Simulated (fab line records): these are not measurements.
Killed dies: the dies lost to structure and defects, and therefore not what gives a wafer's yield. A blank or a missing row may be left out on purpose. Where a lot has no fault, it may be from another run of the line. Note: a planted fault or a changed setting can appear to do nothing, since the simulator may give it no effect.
Comparing a struck lot with a sound one + flow sky130 + 14 steps out of a route of 708
Sound: these wafers, L995.1, L995.2, L995.6. The struck wafers were L107.2, L107.3, L107.6. The cause is given at the end.
Each step with rows lists, per side, the tool, then ch with its chambers, then its first start. Under that, the readings that differ: sound wafers + struck wafers + difference of the means + sigmas: that difference in standard deviations of wafers without a fault.
alike: readings with means less than 2 such deviations apart, plus words and numbers identical on both sides. not compared: withheld readings, readings lacking a value on some wafer, bounds such as >300 that could conceal the same value, and numbers that have no deviation in the record and whose values overlap.
A row with sigmas, a row that says differs or no value, or rows on one side alone: a step with any of these is where the two part. Numbers that don't overlap but have no deviation are shown without sigmas and don't part them. A reading that every wafer of one side lacks parts them only if that side has two wafers or more.

first, 4 steps without rows for these wafers: SKY_LDD_N_SOFTBAKE_03 (time 60 s); SKY_LDD_N_EXPOSE_04 (exposes mask NTM, target cd 840 nm); SKY_LDD_N_PEB_05; SKY_LDD_N_DEVELOP_06 (develop time 60 s).
SKY_LDD_N_OVL_MEAS_07:
  sound on overlay-02, day 20 14:44; struck on overlay-02, day 24 19:41
| reading        | sound       | struck         | difference | sigmas |
|----------------|-------------|----------------|------------|--------|
| LDD_N_OVL (nm) | 0.6 0.9 0.7 | -1.9 -2.0 -3.6 | -3.2       | -2     |
then, 7 steps without rows for these wafers: SKY_LDD_N_IMPLANT_08; SKY_LDD_N_IMPLANT_09; SKY_LDD_N_IMPLANT_10; SKY_LDD_N_IMPLANT_11; SKY_LDD_N_IMPLANT_12; SKY_LDD_N_IMPLANT_13; SKY_LDD_N_IMPLANT_14.
SKY_LDD_N_IMPLANT_15:
  struck on implanter-01, day 24 20:48; sound on implanter-04 ch 0, day 20 15:50
  no value came back on the struck wafers for beam_energy_keV, beam_on_s (s); on the sound wafers beam_energy_keV reads 50.011 50.000 50.030
SKY_LDD_N_STRIP_16: strips in O2/N2.
  sound on plasma_asher-01 ch 0,1, day 20 15:59; struck on plasma_asher-02 ch 0,1, day 24 20:55
  alike: drypump_motor_current_A, oes_product_au, strip_time_to_endpoint_s
  not compared: rf_hours_counter_h

WHERE THEY PART
First at SKY_LDD_N_OVL_MEAS_07; last, within this record, at SKY_LDD_N_IMPLANT_15. Later steps at which nothing parts them and some readings are alike: SKY_LDD_N_STRIP_16.

WHY: what had been put in by the simulator
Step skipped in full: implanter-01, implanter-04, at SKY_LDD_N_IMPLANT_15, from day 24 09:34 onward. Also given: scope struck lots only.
